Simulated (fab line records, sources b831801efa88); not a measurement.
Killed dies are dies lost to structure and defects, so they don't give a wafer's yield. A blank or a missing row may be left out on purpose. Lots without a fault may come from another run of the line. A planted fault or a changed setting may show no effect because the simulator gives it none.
fab line records | flow sfq_line
record lots=14 wafers=42 last_day=91
route steps=325 shown L0@10 L0V@20
lots that met no fault: from a run of the same line without faults
start_h: hours from the record's first day to the start of the lot's first wafer shown | wait_h: hours since the lot's step before | " the same as in the row above | L1.1+2: a row that stands for several wafers | - no value, or no start given | * or withheld: withheld | < > ~ a bound
route shown NAME@n: a module of which the file shows steps, and the number in the route of the first | usual: mean/standard deviation of fault-free wafers | same: alike in all rows | chamber/n: place in a boat | sites: the reading at each site | _std_site: their standard deviation | _edge_site: outer sites' mean less inner sites' | radius_mm: how far each site lies from the wafer's centre | mask NAME#n: copy n | behind: the tool/chamber that last shaped the wafer | hold: why the lot was held/for how many hours/how that ended | device: the transistor (n, p or np) that didn't switch | end of line: the same wafers' tests at the end of the route | a step without rows: its recipe alone | killed: dies lost to structure and defects at the first sort, not the wafer's yield | map: a wafer's dies, x killed, . not, _ none there
set.NAME: the setting as run; set.NAME@STEP: as run at that earlier step | model.NAME: the simulator's own value behind a step, which no gauge read
steps of the route over a sample of lots; a table a step, a row a wafer
services: from which hour (start_h, from the record's first day; less than 0 if before it) a tool's chamber was out of use, for how many hours, and why
## steps
# step SFQ_TRILAYER_L0_LITHO_PEB_008
# recipe peb_temp_c=115 peb_time_s=60 resist=KrF
# usual exhaust_pa=45.1/0.84 heater_power_total_W=79.14/0.07 plate_temp_C=114.98/0.13
# columns lot.wafer tool chamber start_h wait_h exhaust_pa heater_power_total_W plate_temp_C
L990.4 litho_track-01 0 77.32 0.5 46.0 79.19 115.17
L990.5 " 0 " " 47.1 79.17 115.00
L990.6 " 0 " " 46.2 79.01 115.22
L991.1 litho_track-02 0 85.65 1.0 45.0 79.16 115.37
L991.4 " 0 " " 44.2 79.16 115.18
L991.6 " 0 " " 45.6 79.18 115.17
L992.4 litho_track-04 0 89.32 0.5 44.4 79.04 114.88
L992.5 " 0 " " 44.7 79.12 114.79
L992.6 " 0 " " 44.8 79.03 115.12
L993.1 litho_track-01 0 96.45 1.0 46.3 79.07 115.07
L993.2 " 0 " " 45.7 79.16 115.11
L993.4 " 0 " " 46.6 79.02 115.00
L994.3 litho_track-04 0 104.90 0.7 45.5 79.24 114.90
L994.5 " 0 " " 44.8 79.04 114.89
L994.6 " 0 " " 44.6 79.21 114.97
L995.1 litho_track-02 0 109.65 1.0 42.8 79.05 114.93
L995.2 " 0 " " 44.6 79.03 114.89
L995.3 " 0 " " 45.3 79.21 114.82
L996.1 litho_track-04 0 115.65 1.0 43.2 79.23 115.09
L996.3 " 0 " " 44.8 79.01 115.07
L996.6 " 0 " " 44.1 79.18 114.93
L102.3 litho_track-04 0 127.70 0.7 45.1 65.99 100.53
L102.4 " 0 " " 45.4 65.93 100.74
L102.6 " 0 " " 43.6 66.03 100.60
L103.2 litho_track-04 0 128.87 0.8 45.8 65.91 100.44
L103.3 " 0 " " 44.2 66.00 100.46
L103.4 " 0 " " 44.5 66.05 100.56
L106.3 litho_track-04 0 154.87 0.7 44.3 65.97 100.64
L106.4 " 0 " " 45.7 66.03 100.72
L106.5 " 0 " " 45.0 66.01 100.48
L108.4 litho_track-02 0 169.97 0.5 44.1 79.08 115.04
L108.5 " 0 " " 45.1 79.10 114.97
L108.6 " 0 " " 44.4 79.10 114.96
L110.1 litho_track-02 0 179.49 1.0 45.6 79.20 114.73
L110.4 " 0 " " 45.3 79.19 114.67
L110.6 " 0 " " 45.7 79.09 114.95
L112.2 litho_track-01 0 196.32 0.8 44.0 79.16 115.05
L112.4 " 0 " " 46.2 79.25 115.00
L112.5 " 0 " " 44.6 79.11 114.98
L113.2 litho_track-02 0 208.52 1.0 42.9 79.18 114.96
L113.4 " 0 " " 44.6 79.23 114.96
L113.5 " 0 " " 43.2 79.21 115.05
# step SFQ_TRILAYER_L0_VIA_LITHO_EXPOSE_014
# recipe mask_id=L0V na=0.6 source_shape=conventional sigma_outer=0.65 target_cd_nm=700 dose_mj=21.3
# usual exposure_dose_mJ_cm2=21.296/0.02 focus_offset_nm=0.0/0.52
# columns lot.wafer tool chamber start_h wait_h mask exposure_dose_mJ_cm2 focus_offset_nm
L990.4 krf_scanner-02 0 143.42 - L0V#0 21.303 0.3
L990.5 " 0 " " L0V#0 21.288 0.1
L990.6 " 0 " " L0V#0 21.319 0.7
L991.1 krf_scanner-02 0 148.82 - L0V#0 21.289 0.0
L991.4 " 0 " " L0V#0 21.294 0.3
L991.6 " 0 " " L0V#0 21.296 0.3
L992.4 krf_scanner-02 0 153.02 - L0V#0 21.327 0.0
L992.5 " 0 " " L0V#0 21.330 0.8
L992.6 " 0 " " L0V#0 21.321 0.4
L993.1 krf_scanner-02 0 159.62 - L0V#0 21.302 -0.2
L993.2 " 0 " " L0V#0 21.320 0.3
L993.4 " 0 " " L0V#0 21.314 0.2
L994.3 krf_scanner-01 0 171.49 - L0V#0 21.318 0.5
L994.5 " 0 " " L0V#0 21.292 0.3
L994.6 " 0 " " L0V#0 21.332 0.3
L995.1 krf_scanner-01 0 175.89 - L0V#0 21.308 0.1
L995.2 " 0 " " L0V#0 21.293 -0.5
L995.3 " 0 " " L0V#0 21.280 -0.4
L996.1 krf_scanner-01 0 184.29 - L0V#0 21.248 -0.6
L996.3 " 0 " " L0V#0 21.314 -0.2
L996.6 " 0 " " L0V#0 21.282 -0.3
L102.3 krf_scanner-01 - 211.09 - L0V#0 - -
L102.4 " - " " L0V#0 - -
L102.6 " - " " L0V#0 - -
L103.2 krf_scanner-01 - 212.09 - L0V#0 - -
L103.3 " - " " L0V#0 - -
L103.4 " - " " L0V#0 - -
L106.3 krf_scanner-01 - 255.49 - L0V#0 - -
L106.4 " - " " L0V#0 - -
L106.5 " - " " L0V#0 - -
L108.4 krf_scanner-01 0 272.49 - L0V#0 21.324 -0.1
L108.5 " 0 " " L0V#0 21.328 -0.3
L108.6 " 0 " " L0V#0 21.274 0.6
L110.1 krf_scanner-01 0 287.49 - L0V#0 21.288 0.8
L110.4 " 0 " " L0V#0 21.266 -0.4
L110.6 " 0 " " L0V#0 21.290 0.4
L112.2 krf_scanner-02 0 306.68 - L0V#0 21.307 0.1
L112.4 " 0 " " L0V#0 21.293 0.8
L112.5 " 0 " " L0V#0 21.292 0.0
L113.2 krf_scanner-02 0 319.88 - L0V#0 21.310 -0.4
L113.4 " 0 " " L0V#0 21.278 -0.1
L113.5 " 0 " " L0V#0 21.310 -0.3
## services
# columns tool chamber start_h hours kind
krf_scanner-02 - 76.04 0.8 pm
krf_scanner-02 - 100.92 1.0 pm
krf_scanner-02 - 128.32 1.3 pm
krf_scanner-01 - 130.05 1.3 pm
krf_scanner-02 - 162.02 0.8 pm
krf_scanner-01 - 163.34 1.0 pm
krf_scanner-01 - 164.34 0.8 pm
krf_scanner-02 - 172.38 1.6 repair
krf_scanner-02 - 206.01 0.7 repair
krf_scanner-02 - 244.21 0.8 pm
krf_scanner-02 - 252.16 4.0 pm
krf_scanner-02 - 261.71 1.7 repair
krf_scanner-02 - 270.58 1.0 pm
krf_scanner-02 - 303.98 1.3 pm
krf_scanner-01 - 305.49 1.3 pm
krf_scanner-01 - 306.79 0.8 pm
## key
first_sign step=SFQ_TRILAYER_L0_LITHO_PEB_008 reading=heater_power_total_W direction=down sigmas=99+ usual=79.14 struck=65.99
effect step=SFQ_TRILAYER_L0_LITHO_PEB_008 reading=plate_temp_C direction=down sigmas=99+ usual=* struck=*
effect step=SFQ_TRILAYER_L0_VIA_LITHO_EXPOSE_014 reading=tool_record direction=missing
met_at SFQ_TRILAYER_L0_LITHO_PEB_008
struck_lots L102,L103,L106
onset_between 115.65 127.70
fault kind=process_parameter_drift tool=litho_track-04 chamber=- onset_h=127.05 steps=SFQ_TRILAYER_L0_LITHO_PEB_008 channel=peb_temp_c offset=* shape=step end_h=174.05 acts_in=* stated=*
